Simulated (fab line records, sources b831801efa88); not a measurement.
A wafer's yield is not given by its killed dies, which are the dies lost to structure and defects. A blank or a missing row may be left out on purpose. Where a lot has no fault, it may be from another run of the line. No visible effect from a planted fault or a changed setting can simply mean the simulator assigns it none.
fab line records	flow gf180mcu
[record] lots = 13	wafers = 39	last_day = 34
route steps=602 shown VT_IMPLANT@92 HV_LDD@184 PSD@261 CONTACT@310
lots that met no fault: taken from a fault-free run of the same line
start_h: start of the lot's first displayed wafer, in hours after the record's first day	wait_h: hours since the lot's step before	" same as the row above	L1.1+2: a row that stands for several wafers	- no value, or no start given	* or withheld: withheld	< > ~ a bound
route shown NAME@n: NAME is a module with steps in the file, n the number in the route of the first one	usual: mean and standard deviation over wafers with no fault	same: alike in all rows	chamber/n: place in a boat	sites: readings site by site	_std_site: standard deviation across them	_edge_site: the outer-site mean with the inner-site mean subtracted	radius_mm: how far each site lies from the wafer's centre	mask NAME#n: copy n	behind: the most recent tool/chamber to have shaped the wafer	hold: why the lot went on hold/how many hours it stayed there/how the hold came to an end	device: the transistor (n, p or np) that didn't switch	end of line: at the end of the route, the tests of the same wafers	a step given without rows: its recipe and nothing more	killed: at the first sort, the dies lost to defects and structure; wafer yield is something else	map: the dies of a wafer, with x for killed, . for not killed, _ for no die there
set.NAME: the setting the step ran with; set.NAME@STEP: the setting that earlier step ran with	model.NAME: the simulator's own value behind a step, which no gauge read
one table for each step of the route and one row for each wafer, over a sample of lots
services: a tool's chamber out of use, with start hour (start_h, from the record's first day; less than 0 if before it), hours out, and reason
[[steps]]
[step GF_VT_IMPLANT_COAT_02]
[recipe] resist = NOVOLAK	spin_rpm = 3000	resist_thk_nm = 1000
lot.wafer	tool	chamber	start_h	wait_h
L506.2+4+6	litho_track-01	0	104.37	0.1
L509.1+3+4	litho_track-04	0	120.93	0.1
L510.1+5+6	litho_track-04	0	126.93	0.1
L511.4+5+6	litho_track-04	0	133.61	0.1
L512.2+4+5	litho_track-03	0	139.92	0.1
L513.1+4+6	litho_track-04	0	146.28	0.1
L514.2+3+6	litho_track-01	0	158.57	0.1
L515.1+3+4	litho_track-04	0	165.98	0.1
L522.3+4+6	litho_track-03	0	201.29	0.1
L526.2+3+4	litho_track-01	0	224.42	0.1
L527.1+5+6	litho_track-01	0	230.49	0.1
L528.2+3+5	litho_track-01	0	238.32	0.1
L529.3+5+6	litho_track-04	0	243.53	0.1
[step GF_VT_IMPLANT_STRIP_09]
[recipe] chemistry = O2/N2	power_w = 1400	pressure_mtorr = 1500	platen_temp_c = 250	o2_flow_sccm = 3000	n2_flow_sccm = 300	overash_fraction = 0.5
[usual] drypump_motor_current_A = 5.5/0.57	heater_power_w = 323/23	o2_flow_sccm = 2999/8.8	oes_product_au = 0.716/0.0046	strip_time_to_endpoint_s = 12.64/0.035
lot.wafer	tool	chamber	start_h	wait_h	drypump_motor_current_A	heater_power_w	o2_flow_sccm	oes_product_au	rf_hours_counter_h	strip_time_to_endpoint_s
L506.2	plasma_asher-02	1	111.73	0.1	5.1	319	2982	0.711	44	12.58
L506.4	"	0	"	"	5.7	347	2996	0.714	-	12.61
L506.6	"	0	"	"	5.7	328	2997	0.715	-	12.62
L509.1	plasma_asher-04	0	129.57	0.1	5.0	282	2991	0.721	34	12.73
L509.3	"	0	"	"	5.0	274	3000	0.716	-	12.67
L509.4	"	1	"	"	6.5	341	2999	0.713	-	12.69
L510.1	plasma_asher-02	0	134.67	0.1	5.7	340	3003	0.713	47	12.69
L510.5	"	0	"	"	5.7	344	3003	0.715	-	12.64
L510.6	"	1	"	"	5.1	322	3000	0.711	-	12.65
L511.4	plasma_asher-02	1	141.41	0.1	5.1	316	3009	0.717	-	12.64
L511.5	"	1	"	"	5.2	324	3001	0.721	-	12.63
L511.6	"	0	"	"	5.6	338	3014	0.722	-	12.63
L512.2	plasma_asher-04	1	148.02	0.1	6.5	338	3015	0.719	35	12.66
L512.4	"	1	"	"	6.5	335	3002	0.721	-	12.65
L512.5	"	0	"	"	5.0	286	2995	0.717	-	12.67
L513.1	plasma_asher-01	0	154.32	0.1	4.9	327	3007	0.712	4	12.00
L513.4	"	0	"	"	4.9	330	3008	0.713	-	12.03
L513.6	"	1	"	"	6.1	352	2995	0.709	-	12.05
L514.2	plasma_asher-01	0	167.07	0.1	4.9	333	3006	0.719	6	12.59
L514.3	"	1	"	"	6.1	344	3002	0.720	-	12.63
L514.6	"	1	"	"	6.1	350	3011	0.720	-	12.62
L515.1	plasma_asher-04	0	174.23	0.1	5.0	279	3006	0.715	38	12.00
L515.3	"	0	"	"	5.0	277	3014	0.719	-	12.01
L515.4	"	1	"	"	6.5	324	2991	0.719	-	11.97
L522.3	plasma_asher-04	1	210.16	0.1	6.5	340	2991	0.725	-	12.61
L522.4	"	0	"	"	5.0	284	3006	0.717	-	12.64
L522.6	"	1	"	"	6.5	337	2991	0.717	-	12.66
L526.2	plasma_asher-02	0	233.53	0.1	5.6	337	2996	0.713	56	12.58
L526.3	"	0	"	"	5.6	331	3000	0.717	-	12.57
L526.4	"	1	"	"	5.1	310	2999	0.717	-	12.63
L527.1	plasma_asher-02	1	239.68	0.1	5.1	314	2993	0.711	57	12.59
L527.5	"	0	"	"	5.6	335	2994	0.721	-	12.60
L527.6	"	1	"	"	5.1	312	2999	0.714	-	12.60
L528.2	plasma_asher-02	1	247.33	0.1	5.1	312	3004	0.714	58	12.58
L528.3	"	0	"	"	5.7	342	3002	0.717	-	12.58
L528.5	"	1	"	"	5.1	312	3008	0.711	-	12.63
L529.3	plasma_asher-02	1	252.76	0.1	5.1	313	2993	0.717	-	12.61
L529.5	"	1	"	"	5.2	310	3009	0.716	-	12.56
L529.6	"	0	"	"	5.6	349	2990	0.720	-	12.64
[step GF_HV_LDD_OVL_MEAS_08]
[usual] HV_LDD_OVL = -1.3/1.3
lot.wafer	tool	chamber	start_h	wait_h	HV_LDD_OVL[nm]
L506.2	overlay-01	-	216.70	0.1	-1.6
L506.4	"	-	"	"	-0.7
L506.6	"	-	"	"	-0.2
L509.1	overlay-01	-	238.05	0.1	-0.7
L509.3	"	-	"	"	-0.4
L509.4	"	-	"	"	-0.6
L510.1	overlay-01	-	248.20	0.1	-1.4
L510.5	"	-	"	"	-2.6
L510.6	"	-	"	"	-1.4
L511.4	overlay-02	-	258.38	0.1	-1.3
L511.5	"	-	"	"	-0.5
L511.6	"	-	"	"	-1.6
L512.2	overlay-02	-	264.22	0.1	-2.1
L512.4	"	-	"	"	0.2
L512.5	"	-	"	"	-1.0
L513.1	overlay-02	-	271.71	0.1	0.1
L513.4	"	-	"	"	-0.3
L513.6	"	-	"	"	-0.6
L514.2	overlay-02	-	288.82	0.1	0.5
L514.3	"	-	"	"	0.9
L514.6	"	-	"	"	0.4
L515.1	overlay-01	-	295.41	0.1	-3.0
L515.3	"	-	"	"	1.2
L515.4	"	-	"	"	-0.2
L522.3	overlay-02	-	338.17	0.1	-0.2
L522.4	"	-	"	"	-1.6
L522.6	"	-	"	"	-1.7
L526.2	overlay-01	-	363.60	0.1	-0.4
L526.3	"	-	"	"	-0.5
L526.4	"	-	"	"	-1.9
L527.1	overlay-01	-	372.70	0.1	-1.2
L527.5	"	-	"	"	0.3
L527.6	"	-	"	"	0.1
L528.2	overlay-01	-	376.69	0.1	0.0
L528.3	"	-	"	"	-0.9
L528.5	"	-	"	"	-2.0
L529.3	overlay-02	-	384.42	0.1	-2.6
L529.5	"	-	"	"	-1.5
L529.6	"	-	"	"	-1.6
[step GF_PSD_RTA_13]
[recipe] temp_c = 1025	time_s = 20	ambient = N2
[usual] lamp_power_pct = 34.2/0.67	wafer_temp_C_max = 1030.3/0.96
lot.wafer	tool	chamber	start_h	wait_h	lamp_power_pct	wafer_temp_C_max
L506.2	rtp_anneal-02	0	314.07	0.0	33.6	1031.6
L506.4	"	0	"	"	33.5	1031.1
L506.6	"	0	"	"	33.5	1029.6
L509.1	rtp_anneal-02	0	337.51	0.0	33.5	1028.7
L509.3	"	0	"	"	33.5	1030.5
L509.4	"	0	"	"	33.5	1031.4
L510.1	rtp_anneal-02	0	351.21	0.0	33.5	1030.5
L510.5	"	0	"	"	33.5	1031.1
L510.6	"	0	"	"	33.5	1028.4
L511.4	rtp_anneal-02	0	363.60	0.0	33.5	1031.3
L511.5	"	0	"	"	33.4	1030.2
L511.6	"	0	"	"	33.5	1029.8
L512.2	rtp_anneal-01	0	369.57	0.0	34.8	1029.5
L512.4	"	0	"	"	34.8	1030.4
L512.5	"	0	"	"	34.8	1030.1
L513.1	rtp_anneal-01	0	378.60	0.0	34.8	1029.7
L513.4	"	0	"	"	34.9	1028.1
L513.6	"	0	"	"	34.8	1030.2
L514.2	rtp_anneal-01	0	399.32	0.0	34.8	1028.3
L514.3	"	0	"	"	34.8	1028.5
L514.6	"	0	"	"	34.8	1028.9
L515.1	rtp_anneal-02	0	405.86	0.0	33.6	1030.6
L515.3	"	0	"	"	33.5	1029.9
L515.4	"	0	"	"	33.5	1030.4
L522.3	rtp_anneal-02	0	458.33	0.0	33.5	1030.7
L522.4	"	0	"	"	33.5	1030.1
L522.6	"	0	"	"	33.5	1030.9
L526.2	rtp_anneal-02	0	487.62	0.0	33.5	1030.1
L526.3	"	0	"	"	33.5	1031.9
L526.4	"	0	"	"	33.5	1031.7
L527.1	rtp_anneal-02	0	495.35	0.0	33.5	1030.7
L527.5	"	0	"	"	33.5	1030.9
L527.6	"	0	"	"	33.5	1030.8
L528.2	rtp_anneal-01	0	500.02	0.0	34.8	1030.1
L528.3	"	0	"	"	34.8	1029.9
L528.5	"	0	"	"	34.7	1030.1
L529.3	rtp_anneal-01	0	508.93	0.0	34.8	1030.7
L529.5	"	0	"	"	34.8	1029.4
L529.6	"	0	"	"	34.8	1029.4
[step GF_CONTACT_SPUTTER_23]
[recipe] material = TiN	target_thk_nm = 10	chamber_pressure_pa = 5	power_w = 4000	time_s = 40
[usual] throttle_valve_pct = 29.5/0.99
lot.wafer	tool	chamber	start_h	wait_h	throttle_valve_pct
L506.2	pvd_sputter-01	-	359.27	0.0	28.7
L506.4	"	-	"	"	29.0
L506.6	"	-	"	"	28.8
L509.1	pvd_sputter-01	-	383.51	0.0	29.0
L509.3	"	-	"	"	29.0
L509.4	"	-	"	"	31.0
L510.1	pvd_sputter-03	-	398.65	0.0	30.1
L510.5	"	-	"	"	27.9
L510.6	"	-	"	"	31.5
L511.4	pvd_sputter-04	-	411.62	0.0	30.5
L511.5	"	-	"	"	28.4
L511.6	"	-	"	"	30.2
L512.2	pvd_sputter-04	-	418.17	0.0	28.8
L512.4	"	-	"	"	28.6
L512.5	"	-	"	"	30.0
L513.1	pvd_sputter-01	-	427.91	0.0	28.8
L513.4	"	-	"	"	28.8
L513.6	"	-	"	"	28.9
L514.2	pvd_sputter-03	-	449.01	0.0	29.6
L514.3	"	-	"	"	30.3
L514.6	"	-	"	"	29.7
L515.1	pvd_sputter-01	-	456.15	0.0	28.7
L515.3	"	-	"	"	29.1
L515.4	"	-	"	"	31.3
L522.3	pvd_sputter-01	-	509.10	0.0	28.6
L522.4	"	-	"	"	28.7
L522.6	"	-	"	"	28.7
L526.2	pvd_sputter-03	-	535.99	0.0	30.1
L526.3	"	-	"	"	31.3
L526.4	"	-	"	"	29.7
L527.1	pvd_sputter-04	-	543.96	0.0	28.5
L527.5	"	-	"	"	28.9
L527.6	"	-	"	"	30.2
L528.2	pvd_sputter-03	-	548.79	0.0	31.1
L528.3	"	-	"	"	28.3
L528.5	"	-	"	"	30.0
L529.3	pvd_sputter-04	-	557.12	0.0	30.3
L529.5	"	-	"	"	28.4
L529.6	"	-	"	"	28.8
[[services]]
tool	chamber	start_h	hours	kind
plasma_asher-01	-	108.75	9.0	pm
plasma_asher-02	-	130.61	0.7	repair
plasma_asher-02	-	152.37	9.0	repair
plasma_asher-02	-	161.41	4.3	pm
pvd_sputter-03	-	175.61	2.2	repair
plasma_asher-04	-	191.49	2.8	pm
plasma_asher-01	-	255.73	6.8	repair
plasma_asher-04	-	263.76	0.7	repair
plasma_asher-01	-	285.65	2.8	pm
pvd_sputter-04	-	320.52	6.3	repair
pvd_sputter-01	-	338.34	4.4	repair
plasma_asher-04	-	372.64	3.9	repair
pvd_sputter-04	-	381.26	5.6	repair
pvd_sputter-04	-	397.43	1.2	repair
plasma_asher-04	-	401.88	95.0	repair
pvd_sputter-04	-	406.65	1.1	repair
plasma_asher-02	-	421.25	9.0	pm
plasma_asher-01	-	429.26	2.1	repair
pvd_sputter-03	-	467.03	0.5	repair
pvd_sputter-01	-	511.19	0.5	repair
pvd_sputter-01	-	525.32	2.4	repair
rtp_anneal-02	-	528.73	4.7	pm
rtp_anneal-01	-	533.46	3.9	pm
pvd_sputter-04	-	538.31	1.2	repair
[[key]]
[first_sign] step = GF_VT_IMPLANT_STRIP_09	reading = strip_time_to_endpoint_s	direction = down	sigmas = 18	usual = *	struck = *
effect none on later readings
met_at GF_VT_IMPLANT_COAT_02
struck_lots L513,L515
tester_left_out L513,L515
not_acting_at GF_HV_LDD_OVL_MEAS_08,GF_PSD_RTA_13,GF_CONTACT_SPUTTER_23
onset_between 133.61 146.28
[fault] kind = process_parameter_drift	tool = litho_track-04	chamber = -	onset_h = 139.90	steps = GF_VT_IMPLANT_COAT_02	channel = resist_thk_nm	offset = *	shape = step	end_h = 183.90	acts_in = *	stated = *
// tester_left_out: of these lots the tester's yield and bins aren't shown, on N5 and GAA mostly nor the transistor test; their killed dies are dies lost to structure and defects alone, not to doping, threshold or leakage, so they don't give the yield
